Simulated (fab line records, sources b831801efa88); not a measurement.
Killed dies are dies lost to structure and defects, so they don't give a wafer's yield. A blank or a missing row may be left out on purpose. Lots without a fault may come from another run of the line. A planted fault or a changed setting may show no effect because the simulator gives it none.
Chamber matching | flow sky130 | SKY_LI_CONTACT_HDPCVD_00 on hdpcvd-01: 3 sister chambers
The step deposits PSG, target thk 930 nm, time 155 s. 6 wafers are shown with their chamber, then 7 later ones without.

WAFERS WITH THEIR CHAMBER
wafer  | chamber | run_length_s (s) | sih4_flow_sccm (sccm)
L401.6 | 0       | 183.1            | 59.91
L402.1 | 1       | 181.9            | 60.32
L402.2 | 2       | 183.4            | 60.09
L402.4 | 2       | 183.4            | 59.91
L405.1 | 1       | 182.0            | 60.33
L405.5 | 0       | 183.2            | 60.00

WAFERS WITHOUT THEIR CHAMBER
wafer  | run_length_s (s) | sih4_flow_sccm (sccm)
L405.6 | 183.3            | 60.08
L406.1 | 182.4            | 59.94
L406.2 | 182.6            | 59.93
L406.6 | 183.6            | 60.00
L408.2 | 181.8            | 60.18
L408.3 | 183.2            | 60.14
L408.4 | 181.7            | 59.87

WHICH CHAMBER EACH WENT THROUGH
wafer  | from the rows above     | in truth
L405.6 | can't be placed: 2 or 0 | 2
L406.1 | 1                       | 1
L406.2 | 0                       | 0
L406.6 | 2                       | 2
L408.2 | 1                       | 1
L408.3 | can't be placed: 0 or 2 | 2
L408.4 | 1                       | 1
Placed correctly: 5 of 7. Can't be placed from these rows: 2 (the true chamber is among the candidates in 2). Placed wrongly: 0.
How it was worked out, from the rows above alone: a wafer's distance from a chamber is the root of the sum, over the readings, of the square of ((its reading less the chamber's mean) divided by the reading's scatter). The wafer belongs to the nearest chamber; if the next one is less than 2 further off, it can't be placed. A chamber's mean is the mean of its shown wafers. The scatter: the root of (the sum of the squares of (reading less its chamber's mean) over the shown wafers, divided by (wafers less chambers)).
